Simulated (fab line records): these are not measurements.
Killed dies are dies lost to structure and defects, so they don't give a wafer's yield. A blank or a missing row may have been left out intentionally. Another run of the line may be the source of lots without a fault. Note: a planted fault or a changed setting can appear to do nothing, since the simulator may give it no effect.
Matching of chambers :: flow gf180mcu :: GF_V3_CMP_26 on cmp-01 has 4 sister chambers
The step polishes, stops on SiO2, t overpolish 15 s, target thk 0 nm. 8 wafers are shown with their chamber, then 7 later ones without.

## WAFERS WITH THEIR CHAMBER
wafer: L778.2
chamber: 0
motorCurrentA (A): 10.9
timeToEndpointS (s): 84

wafer: L780.3
chamber: 3
motorCurrentA (A): 11.8
timeToEndpointS (s): 86

wafer: L781.1
chamber: 2
motorCurrentA (A): 11.9
timeToEndpointS (s): 82

wafer: L781.6
chamber: 2
motorCurrentA (A): 11.5
timeToEndpointS (s): 80

wafer: L783.4
chamber: 1
motorCurrentA (A): 10.8
timeToEndpointS (s): 84

wafer: L783.6
chamber: 3
motorCurrentA (A): 11.6
timeToEndpointS (s): 92

wafer: L795.2
chamber: 0
motorCurrentA (A): 10.7
timeToEndpointS (s): 84

wafer: L795.4
chamber: 1
motorCurrentA (A): 10.3
timeToEndpointS (s): 87

## WAFERS WITH NO CHAMBER GIVEN
wafer: L795.6
motorCurrentA (A): 11.2
timeToEndpointS (s): 84

wafer: L797.1
motorCurrentA (A): 11.5
timeToEndpointS (s): 83

wafer: L797.4
motorCurrentA (A): 11.0
timeToEndpointS (s): 90

wafer: L797.6
motorCurrentA (A): 10.7
timeToEndpointS (s): 88

wafer: L798.1
motorCurrentA (A): 11.2
timeToEndpointS (s): 85

wafer: L798.3
motorCurrentA (A): 10.4
timeToEndpointS (s): 81

wafer: L798.5
motorCurrentA (A): 12.4
timeToEndpointS (s): 85

## EACH ONE'S CHAMBER
wafer: L795.6
from the rows above: can't be placed: 0 or 2 or 1 or 3
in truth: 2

wafer: L797.1
from the rows above: can't be placed: 2 or 3 or 0
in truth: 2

wafer: L797.4
from the rows above: can't be placed: 0 or 1 or 3
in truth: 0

wafer: L797.6
from the rows above: can't be placed: 1 or 0
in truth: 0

wafer: L798.1
from the rows above: can't be placed: 0 or 2 or 3 or 1
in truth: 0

wafer: L798.3
from the rows above: can't be placed: 1 or 0
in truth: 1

wafer: L798.5
from the rows above: can't be placed: 2 or 3
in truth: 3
Correctly placed: 0 of 7. Unplaceable from these rows: 7, with the true chamber sitting among the candidates in 7. Placed wrongly: 0.
How it was worked out, from the rows above alone: a wafer's distance from a chamber is the root of the sum, over the readings, of the square of ((its reading less the chamber's mean) divided by the reading's scatter). The wafer belongs to the nearest chamber; if the next one is less than 2 further off, it can't be placed. A chamber's mean is the mean of its shown wafers. How the scatter is found: for the shown wafers, subtract from each reading the mean of its chamber, square and add these, divide the total by (wafers less chambers), then take the root.
